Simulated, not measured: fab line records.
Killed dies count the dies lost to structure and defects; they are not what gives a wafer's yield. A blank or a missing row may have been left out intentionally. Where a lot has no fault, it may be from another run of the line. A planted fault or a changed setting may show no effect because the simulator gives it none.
Which of the tools did it? / flow gf180mcu / 13 lots, 39 wafers sampled, at 4 steps of a route of 602

== WHAT THE GAUGES SHOWED, per wafer ==
No reading from a measuring or inspecting step in the record can be judged against a usual standard deviation.

== WHAT TOOL EACH LOT RAN ON (gives the tool, then ch and the chambers of the sampled wafers, and finally the start) ==
lot=L236; GF_V2_SPUTTER_22=pvd sputter-02, day 19 23:41; GF_V2_CVD_23=cvd w-02 ch 0,1, day 19 23:44; GF_V2_CMP_26=cmp-02 ch 0,1,3, day 20 00:07; GF_M3_SPUTTER_01=pvd sputter-01, day 20 00:25
lot=L237; GF_V2_SPUTTER_22=pvd sputter-03, day 20 07:55; GF_V2_CVD_23=cvd w-01 ch 0,1, day 20 07:58; GF_V2_CMP_26=cmp-02 ch 0,1,3, day 20 08:34; GF_M3_SPUTTER_01=pvd sputter-04, day 20 08:52
lot=L239; GF_V2_SPUTTER_22=pvd sputter-03, day 21 02:37; GF_V2_CVD_23=cvd w-02 ch 0,1, day 21 02:39; GF_V2_CMP_26=cmp-02 ch 0,2, day 21 03:00; GF_M3_SPUTTER_01=pvd sputter-03, day 21 03:21
lot=L241; GF_V2_SPUTTER_22=pvd sputter-01, day 21 22:49; GF_V2_CVD_23=cvd w-02 ch 0,1, day 21 22:52; GF_V2_CMP_26=cmp-01 ch 1,2,3, day 21 23:09; GF_M3_SPUTTER_01=pvd sputter-04, day 21 23:33
lot=L242; GF_V2_SPUTTER_22=pvd sputter-02, day 22 14:30; GF_V2_CVD_23=cvd w-02 ch 0,1, day 22 14:32; GF_V2_CMP_26=cmp-02 ch 1,3, day 22 14:50; GF_M3_SPUTTER_01=pvd sputter-01, day 22 15:14
lot=L243; GF_V2_SPUTTER_22=pvd sputter-03, day 23 04:04; GF_V2_CVD_23=cvd w-02 ch 0,1, day 23 04:07; GF_V2_CMP_26=cmp-02 ch 1,2,3, day 23 04:24; GF_M3_SPUTTER_01=pvd sputter-03, day 23 04:48
lot=L245; GF_V2_SPUTTER_22=pvd sputter-01, day 23 18:34; GF_V2_CVD_23=cvd w-01 ch 0,1, day 23 18:37; GF_V2_CMP_26=cmp-01 ch 0,1,2, day 23 18:54; GF_M3_SPUTTER_01=pvd sputter-04, day 23 19:18
lot=L251; GF_V2_SPUTTER_22=pvd sputter-01, day 26 01:05; GF_V2_CVD_23=cvd w-02 ch 0,1, day 26 01:10; GF_V2_CMP_26=cmp-02 ch 0,1,2, day 26 01:28; GF_M3_SPUTTER_01=pvd sputter-01, day 26 01:49
lot=L252; GF_V2_SPUTTER_22=pvd sputter-03, day 26 08:46; GF_V2_CVD_23=cvd w-01 ch 0,1, day 26 08:48; GF_V2_CMP_26=cmp-02 ch 0,1,2, day 26 09:09; GF_M3_SPUTTER_01=pvd sputter-01, day 26 09:30
lot=L253; GF_V2_SPUTTER_22=pvd sputter-02, day 26 12:34; GF_V2_CVD_23=cvd w-01 ch 0,1, day 26 12:37; GF_V2_CMP_26=cmp-02 ch 0,2,3, day 26 13:00; GF_M3_SPUTTER_01=pvd sputter-04, day 26 13:18
lot=L254; GF_V2_SPUTTER_22=pvd sputter-02, day 26 18:40; GF_V2_CVD_23=cvd w-01 ch 0,1, day 26 18:43; GF_V2_CMP_26=cmp-02 ch 1,2,3, day 26 19:00; GF_M3_SPUTTER_01=pvd sputter-04, day 26 19:24
lot=L255; GF_V2_SPUTTER_22=pvd sputter-01, day 27 02:55; GF_V2_CVD_23=cvd w-02 ch 0,1, day 27 02:59; GF_V2_CMP_26=cmp-02 ch 0,1,3, day 27 03:20; GF_M3_SPUTTER_01=pvd sputter-04, day 27 03:38
lot=L256; GF_V2_SPUTTER_22=pvd sputter-02, day 27 03:40; GF_V2_CVD_23=cvd w-01 ch 0,1, day 27 03:43; GF_V2_CMP_26=cmp-01 ch 2,3, day 27 04:03; GF_M3_SPUTTER_01=pvd sputter-01, day 27 04:24
- GF_V2_SPUTTER_22: material TiN, target thk 10 nm, time 40 s.
- GF_V2_CVD_23: deposits W, target thk 350 nm, time 104.94 s.
- GF_V2_CMP_26: polishes, stops on SiO2, t overpolish 15 s, target thk 0 nm.
- GF_M3_SPUTTER_01: material TiN, target thk 30 nm, time 25 s.

== WHAT THE TOOLS THEMSELVES READ (means of the sampled wafers that have a number; where no wafer has one, the mark that the record gives instead) ==
GF_V2_SPUTTER_22.
lot=L236; tool=pvd sputter-02; throttle valve pct (%)=29.7
lot=L237; tool=pvd sputter-03; throttle valve pct (%)=29.6
lot=L239; tool=pvd sputter-03; throttle valve pct (%)=29.6
lot=L241; tool=pvd sputter-01; throttle valve pct (%)=30.0
lot=L242; tool=pvd sputter-02; throttle valve pct (%)=29.8
lot=L243; tool=pvd sputter-03; throttle valve pct (%)=29.9
lot=L245; tool=pvd sputter-01; throttle valve pct (%)=30.0
lot=L251; tool=pvd sputter-01; throttle valve pct (%)=29.9
lot=L252; tool=pvd sputter-03; throttle valve pct (%)=29.9
lot=L253; tool=pvd sputter-02; throttle valve pct (%)=30.6
lot=L254; tool=pvd sputter-02; throttle valve pct (%)=29.5
lot=L255; tool=pvd sputter-01; throttle valve pct (%)=30.3
lot=L256; tool=pvd sputter-02; throttle valve pct (%)=30.5

GF_V2_CVD_23.
lot=L236; tool=cvd w-02; heater power outer w (W)=488; heater power w (W)=810; susceptor temp C (C)=400.07
lot=L237; tool=cvd w-01; heater power outer w (W)=426; heater power w (W)=761; susceptor temp C (C)=400.04
lot=L239; tool=cvd w-02; heater power outer w (W)=518; heater power w (W)=846; susceptor temp C (C)=400.18
lot=L241; tool=cvd w-02; heater power outer w (W)=532; heater power w (W)=869; susceptor temp C (C)=399.95
lot=L242; tool=cvd w-02; heater power outer w (W)=522; heater power w (W)=866; susceptor temp C (C)=400.14
lot=L243; tool=cvd w-02; heater power outer w (W)=528; heater power w (W)=859; susceptor temp C (C)=400.17
lot=L245; tool=cvd w-01; heater power outer w (W)=434; heater power w (W)=760; susceptor temp C (C)=400.19
lot=L251; tool=cvd w-02; heater power outer w (W)=482; heater power w (W)=814; susceptor temp C (C)=399.98
lot=L252; tool=cvd w-01; heater power outer w (W)=426; heater power w (W)=748; susceptor temp C (C)=399.88
lot=L253; tool=cvd w-01; heater power outer w (W)=447; heater power w (W)=812; susceptor temp C (C)=399.90
lot=L254; tool=cvd w-01; heater power outer w (W)=429; heater power w (W)=772; susceptor temp C (C)=399.94
lot=L255; tool=cvd w-02; heater power outer w (W)=528; heater power w (W)=866; susceptor temp C (C)=400.11
lot=L256; tool=cvd w-01; heater power outer w (W)=448; heater power w (W)=816; susceptor temp C (C)=399.97

GF_V2_CMP_26.
lot=L236; tool=cmp-02; motor current A (A)=10.8; overpolish run s (s)=15.006; platen rpm (rpm)=60.01; time to endpoint s (s)=83.6
lot=L237; tool=cmp-02; motor current A (A)=10.7; overpolish run s (s)=15.001; platen rpm (rpm)=60.04; time to endpoint s (s)=84.8
lot=L239; tool=cmp-02; motor current A (A)=12.3; overpolish run s (s)=15.000; platen rpm (rpm)=60.03; time to endpoint s (s)=81.7
lot=L241; tool=cmp-01; motor current A (A)=11.7; overpolish run s (s)=15.007; platen rpm (rpm)=59.99; time to endpoint s (s)=85.3
lot=L242; tool=cmp-02; motor current A (A)=10.0; overpolish run s (s)=15.005; platen rpm (rpm)=58.02; time to endpoint s (s)=87.2
lot=L243; tool=cmp-02; motor current A (A)=11.3; overpolish run s (s)=14.999; platen rpm (rpm)=58.04; time to endpoint s (s)=88.8
lot=L245; tool=cmp-01; motor current A (A)=12.4; overpolish run s (s)=15.000; platen rpm (rpm)=59.97; time to endpoint s (s)=81.9
lot=L251; tool=cmp-02; motor current A (A)=12.2; overpolish run s (s)=15.001; platen rpm (rpm)=60.02; time to endpoint s (s)=84.9
lot=L252; tool=cmp-02; motor current A (A)=12.3; overpolish run s (s)=15.005; platen rpm (rpm)=60.03; time to endpoint s (s)=83.0
lot=L253; tool=cmp-02; motor current A (A)=10.7; overpolish run s (s)=15.002; platen rpm (rpm)=59.98; time to endpoint s (s)=83.2
lot=L254; tool=cmp-02; motor current A (A)=11.2; overpolish run s (s)=15.000; platen rpm (rpm)=60.00; time to endpoint s (s)=86.8
lot=L255; tool=cmp-02; motor current A (A)=10.4; overpolish run s (s)=15.004; platen rpm (rpm)=59.99; time to endpoint s (s)=81.0
lot=L256; tool=cmp-01; motor current A (A)=11.4; overpolish run s (s)=15.004; platen rpm (rpm)=59.98; time to endpoint s (s)=86.3

GF_M3_SPUTTER_01.
lot=L236; tool=pvd sputter-01; throttle valve pct (%)=30.0
lot=L237; tool=pvd sputter-04; throttle valve pct (%)=30.9
lot=L239; tool=pvd sputter-03; throttle valve pct (%)=30.8
lot=L241; tool=pvd sputter-04; throttle valve pct (%)=30.7
lot=L242; tool=pvd sputter-01; throttle valve pct (%)=30.0
lot=L243; tool=pvd sputter-03; throttle valve pct (%)=28.5
lot=L245; tool=pvd sputter-04; throttle valve pct (%)=30.4
lot=L251; tool=pvd sputter-01; throttle valve pct (%)=30.2
lot=L252; tool=pvd sputter-01; throttle valve pct (%)=30.0
lot=L253; tool=pvd sputter-04; throttle valve pct (%)=30.2
lot=L254; tool=pvd sputter-04; throttle valve pct (%)=30.3
lot=L255; tool=pvd sputter-04; throttle valve pct (%)=30.5
lot=L256; tool=pvd sputter-01; throttle valve pct (%)=30.0

== THE ANSWER, worked out from the rows above alone ==
Rule: what is usual is taken from the lots themselves. Put in order of their means at a reading, lots are off if they are a third of the lots or fewer, leave a main group of 4 or more, and stand apart from it by a gap of 3 or more times the standard deviation of the main group's means; of several such gaps the widest counts. The tables above print the reading to a certain number of digits; a main group whose means all agree to those digits is not used. Also off: a lot with no number at a reading for which 4 or more lots have one. Where the step has rows for the other lots, those lots are counted as sound. The gauges are gone through in route order, then the tools' own readings, and for those a lot's mean is taken as printed above. The first step at which some lot is off is used, and at that step the reading that is off furthest; a lot without a number counts as furthest.
Off, at GF_V2_CMP_26 on platen rpm: L242, L243. For the main group the mean is 60.00 rpm and the standard deviation 0.023.
If a tool, at that step or one of the process steps before it, ran each lot that is off and ran no sound lot following the first of them, it fits. Not one of the candidates tried fits.

== WHAT THE SIMULATOR HAD INSERTED ==
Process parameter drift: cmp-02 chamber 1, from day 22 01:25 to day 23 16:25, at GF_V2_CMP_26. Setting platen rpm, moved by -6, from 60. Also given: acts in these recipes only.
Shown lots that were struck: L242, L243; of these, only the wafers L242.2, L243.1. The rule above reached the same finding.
